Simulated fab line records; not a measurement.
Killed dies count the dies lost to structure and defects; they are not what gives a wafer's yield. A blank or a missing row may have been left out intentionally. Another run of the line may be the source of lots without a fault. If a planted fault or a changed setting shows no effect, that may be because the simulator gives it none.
Which tool was responsible? + flow gf180mcu + 17 wafers from 6 lots sampled at 2 of the route's 602 steps

WHAT EACH GAUGE READ, for each wafer
GF_SAB_CD_MEAS_09: the cd target is 420 nm.
| lot  | measured     | on        | cd nm (nm)              |
|------|--------------|-----------|-------------------------|
| L832 | day 15 12:22 | cd sem-01 | 422.4 421.6 420.6       |
| L835 | day 16 10:52 | cd sem-02 | 419.0 416.9 418.0       |
| L843 | day 19 12:41 | cd sem-01 | 294.3 416.8 293.7 417.2 |
| L845 | day 20 04:34 | cd sem-02 | 417.5 415.8 418.7       |
| L849 | day 21 16:21 | cd sem-02 | 420.1 420.7 421.0       |
| L853 | day 22 18:59 | cd sem-01 | 421.1 422.7 423.5       |

TOOL THAT RAN EACH LOT (tool first, then ch and the chambers of the sampled wafers, then the start)
| lot  | GF_SAB_EXPOSE_06                    |
|------|-------------------------------------|
| L832 | iline stepper-02 ch 0, day 15 01:46 |
| L835 | iline stepper-02 ch 0, day 16 00:14 |
| L843 | iline stepper-02 ch 0, day 19 00:36 |
| L845 | iline stepper-01 ch 0, day 19 16:16 |
| L849 | iline stepper-01 ch 0, day 21 04:06 |
| L853 | iline stepper-01 ch 0, day 22 07:52 |
- GF_SAB_EXPOSE_06: exposes mask SAB, target cd 420 nm.

THE ANSWER, worked out from the rows above alone
Rule: the lots themselves supply what counts as usual. The widest of any qualifying gaps counts: lots, ordered by their means at a reading, are off when they make up no more than a third of the lots, leave a main group of 4 or more, and stand apart from it by 3 or more times the standard deviation of that group's means. The tables above print the reading to a certain number of digits; a main group whose means all agree to those digits is not used. Also off: a lot with no number at a reading for which 4 or more lots have one. Where the step has rows for the other lots, those lots are counted as sound.
Off: L843 (GF_SAB_CD_MEAS_09, cd nm). Main group: mean 420.0 nm, sd 2.
A tool fits if, at a process step before that reading, it ran every lot that is off, and no sound lot after the first of them. Gauges at GF_SAB_CD_MEAS_09: tried the same way as those tools. One fits: GF_SAB_EXPOSE_06 on iline stepper-02. Its last sound lot is L835 (day 16 00:14), its first lot that is off L843 (day 19 00:36): a fault that began between those two fits.

WHAT THE SIMULATOR HAD PUT IN
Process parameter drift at GF_SAB_EXPOSE_06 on iline stepper-02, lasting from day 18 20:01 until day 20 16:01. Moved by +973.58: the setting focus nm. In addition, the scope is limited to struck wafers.
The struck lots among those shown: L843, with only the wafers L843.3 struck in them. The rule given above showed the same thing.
